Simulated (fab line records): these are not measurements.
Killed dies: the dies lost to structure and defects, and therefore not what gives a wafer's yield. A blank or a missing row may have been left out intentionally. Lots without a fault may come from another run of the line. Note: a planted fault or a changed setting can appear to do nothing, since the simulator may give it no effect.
Which tool is to blame? ; flow sky130 ; 14 lots, 40 wafers sampled, at 3 steps of a route of 708

== WHAT THE GAUGES SHOWED, per wafer ==
SKY_FIELD_ISO_THK_MEAS_02. Usual: FIELD_ISO_OXIDATION_00_THK 12.02 nm, standard deviation 0.25.
lot;measured;on;FIELD_ISO_OXIDATION_00_THK (nm);flag
L866;day 1 12:05;filmMetro-01;11.74 11.90 11.97;
L867;day 1 16:38;filmMetro-04;12.06 11.91 11.94;
L869;day 2 04:19;filmMetro-04;11.93 11.95 11.83;
L870;day 2 09:15;filmMetro-03;12.21 12.14 12.03;
L872;day 2 18:42;filmMetro-03;11.98 11.96 11.94;
L874;day 3 03:39;filmMetro-04;11.77 11.89 11.85;
L875;day 3 09:22;filmMetro-04;11.74 11.74 11.56;
L876;day 3 13:46;filmMetro-01;12.35 12.11 12.48;
L877;day 3 19:20;filmMetro-03;11.94 12.06 12.22;
L878;day 4 03:31;filmMetro-01;12.13 11.96 11.79;
L879;day 4 10:38;filmMetro-01;12.36 12.09 12.33;
L882;day 4 22:15;filmMetro-01;12.71 12.51 12.29;
L883;day 5 01:32;filmMetro-03;11.59 11.66;
L885;day 5 10:40;filmMetro-03;12.23 12.07;

SKY_VT_ADJUST_PCH_TW_MEAS_10. Usual: VT_ADJUST_PCH_TW 142.3, standard deviation 2.
lot;measured;on;VT_ADJUST_PCH_TW;flag
L866;day 10 02:20;filmMetro-02;142.6 143.1 142.7;
L867;day 10 10:19;filmMetro-04;145.3 144.1 144.6;
L869;day 11 01:43;filmMetro-01;139.4 139.6 139.6;
L870;day 11 09:38;filmMetro-01;139.4 139.5 138.9;
L872;day 12 14:13;filmMetro-01;140.7 139.4 140.3;
L874;day 14 06:33;filmMetro-04;144.3 144.8 144.4;
L875;day 14 06:23;filmMetro-01;139.8 140.4 139.6;
L876;day 14 06:58;filmMetro-02;142.7 142.4 142.3;
L877;day 14 07:43;filmMetro-01;140.0 139.7 139.8;
L878;day 14 09:19;filmMetro-02;143.4 143.1 141.9;
L879;day 15 02:46;filmMetro-02;142.0 142.4 141.6;
L882;day 15 15:50;filmMetro-02;142.2 142.0 141.6;
L883;day 16 00:13;filmMetro-02;143.0 143.4;
L885;day 16 08:49;filmMetro-04;144.4 144.6;

== TOOL THAT RAN EACH LOT (tool first, then ch and the chambers of the sampled wafers, then the start) ==
lot;SKY_NWELL_RTA_28
L866;rtpAnneal-02 ch 0, day 5 03:02
L867;rtpAnneal-01 ch 0, day 5 08:55
L869;rtpAnneal-01 ch 0, day 5 23:49
L870;rtpAnneal-01 ch 0, day 6 05:51
L872;rtpAnneal-02 ch 0, day 7 03:02
L874;rtpAnneal-01 ch 0, day 8 02:13
L875;rtpAnneal-02 ch 0, day 8 01:55
L876;rtpAnneal-02 ch 0, day 8 04:42
L877;rtpAnneal-01 ch 0, day 8 09:18
L878;rtpAnneal-02 ch 0, day 8 12:36
L879;rtpAnneal-01 ch 0, day 8 23:49
L882;rtpAnneal-02 ch 0, day 9 11:41
L883;rtpAnneal-02 ch 0, day 9 15:56
L885;rtpAnneal-02 ch 0, day 10 01:43
- SKY_NWELL_RTA_28: time 30 s.

== AS READ BY THE TOOLS THEMSELVES (means over the sampled wafers that have a number; for cases with no such wafer, the mark the record gives instead) ==
SKY_NWELL_RTA_28. Usual: chamberO2Ppm 2.000, standard deviation 0.022; lampPowerPct 25.31 %, standard deviation 0.051; wafer_temp_C_max 1055.0, standard deviation 0.92.
lot;tool;chamberO2Ppm;lampPowerPct (%);wafer_temp_C_max;flag
L866;rtpAnneal-02;1.992;25.30;1054.5;
L867;rtpAnneal-01;1.986;25.33;1054.9;
L869;rtpAnneal-01;2.013;25.29;1054.5;
L870;rtpAnneal-01;2.015;25.28;1055.1;
L872;rtpAnneal-02;2.000;25.29;1054.9;
L874;rtpAnneal-01;1.993;25.31;1054.9;
L875;rtpAnneal-02;1.978;25.29;1055.7;
L876;rtpAnneal-02;2.004;25.36;1054.8;
L877;rtpAnneal-01;2.033;25.29;1055.2;
L878;rtpAnneal-02;2.052;25.32;1053.8;
L879;rtpAnneal-01;2.002;25.33;1054.2;
L882;rtpAnneal-02;1.986;25.28;1054.5;
L883;rtpAnneal-02;2.007;25.29;1055.3;
L885;rtpAnneal-02;1.986;25.29;1055.2;

== THE ANSWER, worked out from the rows above alone ==
Rule: a lot is off if the mean of its wafers that have a number lies more than 3 standard deviations from the usual mean. Also off: a lot with no number at a reading for which 4 or more lots have one. The other lots that the step has rows for count as sound. Order of review: gauges by route order, followed by the tools' own readings, for which a lot's mean as printed above is used. At the first step where some lot is off, the reading lying furthest off is the one used; lots without a number count as furthest.
No lot is off on any of the readings shown, so nothing can be concluded from this.

== WHAT WAS PUT IN BY THE SIMULATOR ==
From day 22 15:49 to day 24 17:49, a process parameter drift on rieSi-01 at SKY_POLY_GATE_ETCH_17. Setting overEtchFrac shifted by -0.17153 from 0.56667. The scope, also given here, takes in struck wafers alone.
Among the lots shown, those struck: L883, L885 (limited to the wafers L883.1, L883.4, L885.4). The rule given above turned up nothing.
